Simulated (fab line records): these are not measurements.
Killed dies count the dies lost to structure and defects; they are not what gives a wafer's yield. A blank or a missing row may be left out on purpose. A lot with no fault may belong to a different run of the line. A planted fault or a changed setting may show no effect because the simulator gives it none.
Which tool is to blame? | flow sky130 | 18 wafers from 6 lots sampled at 3 of the route's 708 steps

## WHAT EACH GAUGE READ, for each wafer
SKY_LOCAL_INTERCONNECT_CD_MEAS_11 targets a cd of 170 nm.
lot  | measured     | on        | cd_nm (nm)
L578 | day 31 08:37 | cd_sem-01 | 170.2 169.9 170.4
L579 | day 32 01:42 | cd_sem-01 | 171.2 170.3 171.7
L581 | day 32 23:28 | cd_sem-01 | 169.1 167.4 168.9
L583 | day 33 10:27 | cd_sem-01 | 168.4 169.2 168.1
L587 | day 35 05:37 | cd_sem-02 | 171.0 169.8 115.8
L597 | day 37 11:48 | cd_sem-02 | 169.6 170.4 170.4

## TOOL THAT RAN EACH LOT (tool first, then ch and the chambers of the sampled wafers, then the start)
lot  | SKY_LI_CONTACT_STRIP_16              | SKY_LOCAL_INTERCONNECT_EXPOSE_08
L578 | plasma_asher-02 ch 0,1, day 30 03:36 | krf_scanner-02 ch 0, day 30 18:50
L579 | plasma_asher-04 ch 0,1, day 30 20:00 | krf_scanner-01 ch 0, day 31 11:35
L581 | plasma_asher-02 ch 0,1, day 31 20:05 | krf_scanner-02 ch 0, day 32 10:07
L583 | plasma_asher-02 ch 0,1, day 32 05:45 | krf_scanner-02 ch 0, day 32 21:20
L587 | plasma_asher-04 ch 0,1, day 34 01:40 | krf_scanner-02 ch 0, day 34 16:11
L597 | plasma_asher-02 ch 0,1, day 36 08:59 | krf_scanner-01 ch 0, day 36 21:41
- SKY_LI_CONTACT_STRIP_16: strips in O2/N2.
- SKY_LOCAL_INTERCONNECT_EXPOSE_08: exposes mask LI1M, target cd 170 nm.

## THE ANSWER, worked out from the rows above alone
Rule: what is usual is taken from the lots themselves. The widest of any qualifying gaps counts: lots, ordered by their means at a reading, are off when they make up no more than a third of the lots, leave a main group of 4 or more, and stand apart from it by 3 or more times the standard deviation of that group's means. A main group is skipped when, at the precision printed for the reading in the tables above, its means are all equal. A lot without any number at a reading at which 4 lots or more have one is off too. The other lots that the step has rows for count as sound.
Off: L587 (SKY_LOCAL_INTERCONNECT_CD_MEAS_11, cd_nm). The main group: mean 169.7 nm, standard deviation 1.
A tool fits if, at a process step before that reading, it ran every lot that is off, and no sound lot after the first of them. Those tools and the gauges at SKY_LOCAL_INTERCONNECT_CD_MEAS_11 are tried in the same way. This does not decide it: 2 tools fit, namely plasma_asher-04 at SKY_LI_CONTACT_STRIP_16 and krf_scanner-02 at SKY_LOCAL_INTERCONNECT_EXPOSE_08.

## WHAT THE SIMULATOR HAD INSERTED
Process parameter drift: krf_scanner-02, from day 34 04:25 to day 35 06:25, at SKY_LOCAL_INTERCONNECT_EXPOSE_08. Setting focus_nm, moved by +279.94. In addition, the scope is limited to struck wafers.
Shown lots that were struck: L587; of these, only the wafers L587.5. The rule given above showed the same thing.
